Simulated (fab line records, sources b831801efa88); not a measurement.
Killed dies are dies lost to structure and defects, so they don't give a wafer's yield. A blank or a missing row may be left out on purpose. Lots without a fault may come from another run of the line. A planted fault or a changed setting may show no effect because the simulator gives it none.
A struck lot beside a sound one | flow sky130 | 17 steps out of a route of 708
Sound: wafers L187.2, L187.5, L187.6. Struck: wafers L192.2, L192.3, L192.6. The cause comes at the end.
At each step with rows: each side's tool, then ch and its chambers, then its first start. Under that, the readings that differ: sound wafers | struck wafers | difference of the means | sigmas: that difference in standard deviations of wafers without a fault.
alike: readings whose means differ by less than 2 such deviations, and words and numbers that are the same on both sides. not compared: withheld readings, readings that some wafer has no value for, bounds like >300 that may hide the same value, and numbers for which the record gives no deviation and whose values overlap.
The two part at a step that has a row with sigmas, a row that says differs or no value, or rows on one side only. Numbers that don't overlap but have no deviation are shown without sigmas and don't part them. A reading that every wafer of one side lacks parts them only if that side has two wafers or more.

first, 3 steps without rows for these wafers: SKY_VIA1_EXPOSE_09 (exposes mask VIM, target cd 150 nm); SKY_VIA1_PEB_10; SKY_VIA1_DEVELOP_11 (develop time 60 s).
SKY_VIA1_CD_MEAS_12: target cd 150 nm.
  sound on cd_sem-02, day 37 04:53; struck on cd_sem-01, day 39 03:53
  alike: cd_nm
SKY_VIA1_OVL_MEAS_13:
  sound on overlay-02, day 37 05:00; struck on overlay-02, day 39 04:00
  reading       | sound  | struck     | difference | sigmas
  VIA1_OVL (nm) | 2 -3 1 | -17 -9 -14 | -13        | -2
SKY_VIA1_ETCH_14: etches BARC in N2/H2, stops on SiO2, time 45.9 s, target depth 60 nm.
  sound on rie_diel-04 ch 0,2,3, day 37 05:02; struck on rie_diel-01 ch 1,3, day 39 04:02
  alike: drypump_motor_current_A, oes_product_au, rf_fwd_power_W, throttle_valve_pct
  not compared: rf_hours_counter_h
SKY_VIA1_ETCH_15: etches SiO2 in C4F8/O2/Ar, stops on TiN, target depth 351 nm, time 54 s.
  sound on rie_diel-04 ch 0,2,3, day 37 05:04; struck on rie_diel-01 ch 1,3, day 39 04:04
  alike: oes_product_au, rf_fwd_power_W
  not compared: rf_hours_counter_h
SKY_VIA1_STRIP_16: strips in O2/N2.
  sound on plasma_asher-02 ch 0,1, day 37 05:07; struck on plasma_asher-03 ch 0,1, day 39 04:07
  alike: drypump_motor_current_A, oes_product_au, strip_time_to_endpoint_s
  not compared: rf_hours_counter_h
then, 3 steps without rows for these wafers: SKY_VIA1_STRIP_17 (strips in post etch residue remover, time 1200 s); SKY_VIA1_CLEAN_18 (cleans in IPA, time 180 s); SKY_VIA1_CLEAN_19 (cleans in O3/DIW).
SKY_VIA1_SPUTTER_20: material TiN, target thk 20 nm, time 80 s.
  sound on pvd_sputter-03, day 37 05:43; struck on pvd_sputter-04, day 39 05:08
  alike: throttle_valve_pct
SKY_VIA1_CVD_21: deposits W, target thk 270 nm, time 80.902 s.
  sound on cvd_w-02 ch 0,1, day 37 05:46; struck on cvd_w-02 ch 0,1, day 39 05:13
  reading                            | sound             | struck            | difference | sigmas
  chamber_pressure_Torr (Torr)       | 40.12 39.96 40.09 | 52.95 53.04 53.00 | +12.94     | +99 or more
  model.W_of_VIA1_CVD_21.thk_nm (nm) | 266.9 265.6 274.7 | 316.7 306.3 309.8 | +41.9      |
  alike: heater_power_w
SKY_VIA1_RS_MEAS_22: measures by four-point-probe.
  sound on film_metro-03, day 37 05:53; struck on film_metro-03, day 39 05:36
  reading            | sound             | struck            | difference | sigmas
  VIA1_W_RS (ohm/sq) | 0.432 0.435 0.421 | 0.363 0.375 0.371 | -0.060     | -7
  not compared: hold
SKY_VIA1_THK_MEAS_23: measures by xrf.
  sound on film_metro-03, day 37 05:59; struck on film_metro-03, day 39 13:09
  reading         | sound       | struck      | difference | sigmas
  VIA1_W_THK (nm) | 259 258 265 | 307 296 302 | +41        | +8
  not compared: hold
SKY_VIA1_CMP_24: polishes, stops on SiO2, t overpolish 15 s, target thk 0 nm.
  sound on cmp-01 ch 2,3, day 37 06:19; struck on cmp-02 ch 1,2,3, day 39 18:07
  reading                | sound    | struck                                                                     | difference                   | sigmas
  hold                   | - - -    | await_dispo/4.6h/release await_dispo/4.6h/release await_dispo/4.6h/release | no value on the sound wafers |
  time_to_endpoint_s (s) | 64 63 71 | 77 75 72                                                                   | +9                           | +2
  alike: motor_current_A
-- the record jumps here: 10 days lie between the struck wafers' starts before and after (it left off in module VIA1 and takes up again in module PAD_OPEN, whose first step shown is number 708 of the route) --
SKY_PAD_OPEN_PROBE_99:
  sound on prober-01, day 48 15:13; struck on prober-02, day 49 23:26
  alike: defect_limited_yield, killed_at_M0_to_M3, killed_at_M4_up, killed_at_contacts, killed_at_front_end, killed_at_other, killed_dies, killed_open, killed_short, sort_bin_3_pad_short, sort_bin_5_function, sort_bin_6_memory, sort_n_pass, sort_yield_pct

WHERE THEY PART
First at SKY_VIA1_OVL_MEAS_13; last, within this record, at SKY_VIA1_CMP_24. Later steps at which nothing parts them and some readings are alike: SKY_PAD_OPEN_PROBE_99.

WHY: what the simulator had put in
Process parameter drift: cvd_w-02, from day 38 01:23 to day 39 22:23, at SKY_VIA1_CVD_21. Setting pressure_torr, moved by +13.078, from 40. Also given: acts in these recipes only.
